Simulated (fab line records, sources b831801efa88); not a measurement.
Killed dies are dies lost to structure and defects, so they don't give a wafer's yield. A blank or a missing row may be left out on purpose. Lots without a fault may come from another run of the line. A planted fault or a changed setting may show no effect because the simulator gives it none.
Problem report in the 8D (eight disciplines) form, filled by code | flow sky130 | the parts of the form that need people (team, actions taken, sign-off) are left out

1. THE PROBLEM
killed_at_M4_up at SKY_PAD_OPEN_PROBE_99 reads a mean of 35.0 on 3 wafers of 1 lot; wafers without a fault read 3.4 with a standard deviation of 1.8. That is +18 standard deviations from the usual mean.
First seen on wafer L900.2, day 49 21:02, on prober-02. The record holds 24 wafers of 8 lots with a number at this step. Rule for "out", or "out of limits": more than 4 standard deviations from the usual mean. The other wafers with a number count as sound.

2. WHAT IT IS AND WHAT IT IS NOT
question                    | is                     | is not
which readings at this step | killed_at_M4_up        | killed_at_M0_to_M3, killed_at_contacts, killed_at_other, killed_short
which lots                  | L900                   | L886, L887, L889, L891, L895, L901, L903
which wafers of those lots  | all that have a number | -
read on which tools         | prober-02              | prober-01
when                        | from day 49 21:02      | up to then (18 sound wafers); but 3 sound wafers of L903 came after

3. SUSPECTS, AND WHAT RULES EACH OUT
Counting: a tool at a process step up to the reading stays a suspect if it ran every lot that is out and no sound lot after the first of them.
- pvd_sputter-01 at SKY_VIA4_SPUTTER_17 (material TiN, target thk 20 nm, time 80 s): kept. It ran the lot that is out, L900 (day 47 08:33), and no sound lot after that; its last sound lot up to then is L895 (day 46 01:31).
- prober-02 at SKY_PAD_OPEN_PROBE_99: ruled out as a lasting fault. Sound lots L903 ran on it after its first lot that is out, L900 (day 49 21:02).
Left after counting: pvd_sputter-01 at SKY_VIA4_SPUTTER_17.

4. THE CAUSE (what the simulator had put in)
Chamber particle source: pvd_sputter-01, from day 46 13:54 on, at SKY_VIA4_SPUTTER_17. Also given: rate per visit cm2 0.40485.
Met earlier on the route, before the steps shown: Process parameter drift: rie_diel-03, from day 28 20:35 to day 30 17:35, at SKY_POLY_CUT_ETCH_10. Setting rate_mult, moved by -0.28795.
Counting left only this tool.

5. THE CHAIN OF EFFECTS, in route order
Each row: a reading whose mean over the struck wafers that have a number lies more than 3 standard deviations from the usual. Only readings for which the record gives a usual standard deviation are gone through. hours: the time from each lot's start at the first step in this table that gives one to its start at this step, as a median over the lots. sigmas: the change in usual standard deviations.
hours | step                  | reading             | usual | on struck wafers | change | sigmas
0     | SKY_PAD_OPEN_PROBE_99 | killed_at_M4_up     | 3.4   | 35.0             | +31.6  | +18
0     | SKY_PAD_OPEN_PROBE_99 | killed_at_front_end | 15    | 49               | +34    | +7.0
0     | SKY_PAD_OPEN_PROBE_99 | killed_dies         | 86    | 156              | +70    | +6.4
0     | SKY_PAD_OPEN_PROBE_99 | killed_on_rim       | 17    | 29               | +12    | +3.2
The process steps in it:
- SKY_PAD_OPEN_PROBE_99

6. WHAT WOULD HAVE CAUGHT IT SOONER
In this record the first reading out of limits was taken at day 49 21:02, 79 hours after the fault began at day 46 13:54.
Of the tool readings at SKY_VIA4_SPUTTER_17 for which the record gives a usual standard deviation, none was out on any struck wafer, so an alarm limit of 4 standard deviations on them would not have fired.
All the lots that are out (1) had begun SKY_VIA4_SPUTTER_17 on pvd_sputter-01 by day 49 21:02. A hold on the tool at that time would have spared none of them.
